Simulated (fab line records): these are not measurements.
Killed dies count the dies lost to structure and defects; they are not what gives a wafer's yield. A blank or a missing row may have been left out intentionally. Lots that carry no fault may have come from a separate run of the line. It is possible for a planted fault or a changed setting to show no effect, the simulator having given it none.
Chamber matching | flow gf180mcu | GF_V2_CVD_02 on pecvd-04 has 3 sister chambers
The step deposits SiO2 from TEOS, target thk 850 nm, time 94.851 s. 3 wafers are shown with their chamber, then 12 later ones without.

WAFERS WITH THEIR CHAMBER
wafer  | chamber | heaterPowerW (W)
L090.1 | 2       | 759
L090.3 | 0       | 609
L090.5 | 1       | 547

WAFERS WHOSE CHAMBER IS MISSING
wafer  | heaterPowerW (W)
L093.1 | 559
L093.4 | 734
L093.5 | 448
L094.1 | 614
L094.4 | 498
L094.6 | 691
L095.1 | 733
L095.3 | 623
L095.6 | 768
L097.1 | 526
L097.4 | 488
L097.6 | 567

WHICH CHAMBER EACH ONE RAN IN
wafer  | from the rows above          | in truth
L093.1 | can't be placed: 1 or 0      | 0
L093.4 | 2                            | 2
L093.5 | can't be placed: 1 or 0      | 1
L094.1 | can't be placed: 0 or 1      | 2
L094.4 | can't be placed: 1 or 0      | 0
L094.6 | can't be placed: 2 or 0 or 1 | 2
L095.1 | 2                            | 2
L095.3 | can't be placed: 0 or 1      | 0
L095.6 | 2                            | 2
L097.1 | can't be placed: 1 or 0      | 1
L097.4 | can't be placed: 1 or 0      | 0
L097.6 | can't be placed: 1 or 0      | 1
Correctly placed: 3 of 12. Can't be placed from these rows: 9 (the true chamber is among the candidates in 8). Number placed wrongly: 0.
How it was worked out, from the rows above alone: a wafer's distance from a chamber is the root of the sum, over the readings, of the square of ((its reading less the chamber's mean) divided by the reading's scatter). If the next closest chamber is less than 2 further off than the closest, the wafer can't be placed; otherwise it belongs to the closest. Each chamber's mean is taken over the wafers shown for it. The scatter: root of mean squared gap, hidden wafer to nearest shown wafer, with one shown wafer a chamber.
